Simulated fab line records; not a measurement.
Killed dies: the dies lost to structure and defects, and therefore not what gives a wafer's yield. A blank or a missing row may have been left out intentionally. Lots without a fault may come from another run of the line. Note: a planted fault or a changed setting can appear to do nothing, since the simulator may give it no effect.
The tool behind it: which one?	flow sfq_line	15 lots with 45 wafers sampled at 3 steps, on a route of 325 steps

== WHAT EACH GAUGE READ, for each wafer ==
SFQ_M5_OVL_MEAS_932. Usual: M5_OVL typically reads 0 nm, with standard deviation 5.
lot	measured	on	M5_OVL (nm)	flag
L293	day 51 07:31	overlay-02	-8 -4 -1	
L294	day 51 08:43	overlay-02	3 2 9	
L295	day 65 09:19	overlay-02	6 -2 0	
L298	day 66 06:54	overlay-02	8 5 -3	
L299	day 66 08:06	overlay-02	-7 -4 -5	
L300	day 66 16:30	overlay-02	-2 5 1	
L303	day 67 10:37	overlay-02	-4 3 0	
L304	day 67 11:48	overlay-02	-3 -7 -4	
L306	day 67 22:44	overlay-01	-4 -12 -11	
L307	day 67 20:20	overlay-02	-7 -3 -1	
L310	day 68 10:44	overlay-02	- - -	OFF
L311	day 69 04:45	overlay-02	- - -	OFF
L312	day 69 11:57	overlay-02	- - -	OFF
L314	day 73 06:10	overlay-02	8 12 6	
L315	day 73 10:57	overlay-01	9 3 2	

== EACH LOT AND THE TOOL THAT RAN IT (in order: tool; ch and the chambers of the sampled wafers; start) ==
lot	SFQ_TRILAYER_M4_STRIP_STRIP_097	SFQ_TRILAYER_JJ_CE_LITHO_DEVELOP_116
L293	rie_metal-01 ch 1, day 49 22:05	litho_track-03 ch 0, day 50 21:41
L294	rie_metal-01 ch 0,1, day 50 00:29	litho_track-03 ch 0, day 51 00:04
L295	rie_metal-02 ch 0,1, day 50 01:49	litho_track-04 ch 0, day 60 16:35
L298	rie_metal-03 ch 0,1, day 51 11:20	litho_track-02 ch 0, day 61 11:39
L299	rie_metal-01 ch 0,1, day 51 12:32	litho_track-04 ch 0, day 61 12:51
L300	rie_metal-03 ch 0,1, day 61 08:31	litho_track-04 ch 0, day 61 20:31
L303	rie_metal-01 ch 0,1, day 62 01:46	litho_track-03 ch 0, day 62 23:24
L304	rie_metal-02 ch 0,1, day 62 02:46	litho_track-03 ch 0, day 63 01:46
L306	rie_metal-01 ch 0,1, day 62 07:46	litho_track-02 ch 0, day 63 12:36
L307	rie_metal-01 ch 0,1, day 62 09:58	litho_track-04 ch 0, day 63 10:09
L310	rie_metal-03 ch 0, day 62 15:58	litho_track-03, day 63 19:45
L311	rie_metal-01 ch 0, day 62 18:34	litho_track-02, day 64 05:53
L312	rie_metal-03 ch 0, day 62 20:46	litho_track-03, day 64 10:41
L314	rie_metal-03 ch 0,1, day 63 03:58	litho_track-04 ch 0, day 68 13:34
L315	rie_metal-02 ch 0,1, day 63 05:10	litho_track-04 ch 0, day 68 17:08
- SFQ_TRILAYER_M4_STRIP_STRIP_097: strips in O2.
- SFQ_TRILAYER_JJ_CE_LITHO_DEVELOP_116: time 60 s.

== AS READ BY THE TOOLS THEMSELVES (means over the sampled wafers that have a number; for cases with no such wafer, the mark the record gives instead) ==
SFQ_TRILAYER_M4_STRIP_STRIP_097. Usual: drypump_motor_current_A 6.07 A, standard deviation 0.28; oes_product_au 1.002 a.u., standard deviation 0.011; platen_temp_c 40.01 C, standard deviation 0.12.
lot	tool	drypump_motor_current_A (A)	oes_product_au (a.u.)	platen_temp_c (C)	flag
L293	rie_metal-01	6.08	0.986	40.14	
L294	rie_metal-01	5.99	1.008	40.08	
L295	rie_metal-02	6.01	1.009	40.06	
L298	rie_metal-03	6.31	0.996	39.99	
L299	rie_metal-01	6.02	0.998	39.91	
L300	rie_metal-03	6.01	0.999	39.98	
L303	rie_metal-01	6.04	0.994	39.99	
L304	rie_metal-02	6.14	1.018	40.14	
L306	rie_metal-01	6.04	0.993	40.07	
L307	rie_metal-01	5.99	0.997	39.96	
L310	rie_metal-03	6.61	0.990	40.05	
L311	rie_metal-01	5.95	0.999	40.03	
L312	rie_metal-03	6.59	0.990	39.86	
L314	rie_metal-03	6.32	0.994	39.98	
L315	rie_metal-02	6.14	1.021	39.87	

SFQ_TRILAYER_JJ_CE_LITHO_DEVELOP_116. Usual: chill_plate_temp_C 22.98 C, standard deviation 0.098; exhaust_pa 45.2 Pa, standard deviation 0.99.
lot	tool	chill_plate_temp_C (C)	exhaust_pa (Pa)	flag
L293	litho_track-03	22.93	44.4	
L294	litho_track-03	22.97	46.1	
L295	litho_track-04	22.98	44.4	
L298	litho_track-02	22.99	44.5	
L299	litho_track-04	23.10	46.9	
L300	litho_track-04	23.10	44.1	
L303	litho_track-03	23.06	45.9	
L304	litho_track-03	23.05	44.2	
L306	litho_track-02	23.02	46.2	
L307	litho_track-04	23.00	44.5	
L310	litho_track-03	-	-	OFF
L311	litho_track-02	-	-	OFF
L312	litho_track-03	-	-	OFF
L314	litho_track-04	22.98	45.2	
L315	litho_track-04	23.06	43.9	

== THE ANSWER, worked out from the rows above alone ==
Rule: a lot is off if the mean of its wafers that have a number lies more than 3 standard deviations from the usual mean. Also off: a lot with no number at a reading for which 4 or more lots have one. Any other lot the step has rows for is counted as sound. The gauges are gone through in route order, then the tools' own readings, and for those a lot's mean is taken as printed above. The first step at which some lot is off is used, and at that step the reading that is off furthest; a lot without a number counts as furthest.
Off: L310, L311, L312, seen at SFQ_M5_OVL_MEAS_932 (M5_OVL). Without a number there: L310, L311, L312.
If a tool, at a process step before that reading, ran all the lots that are off and no sound lot after the first of them, it fits. The gauges at SFQ_M5_OVL_MEAS_932 aren't tried: what is off there is off at SFQ_TRILAYER_JJ_CE_LITHO_DEVELOP_116 too, on other tools, and a gauge's error can't cause that. Of those tried, none fits.

== WHAT WAS PUT IN BY THE SIMULATOR ==
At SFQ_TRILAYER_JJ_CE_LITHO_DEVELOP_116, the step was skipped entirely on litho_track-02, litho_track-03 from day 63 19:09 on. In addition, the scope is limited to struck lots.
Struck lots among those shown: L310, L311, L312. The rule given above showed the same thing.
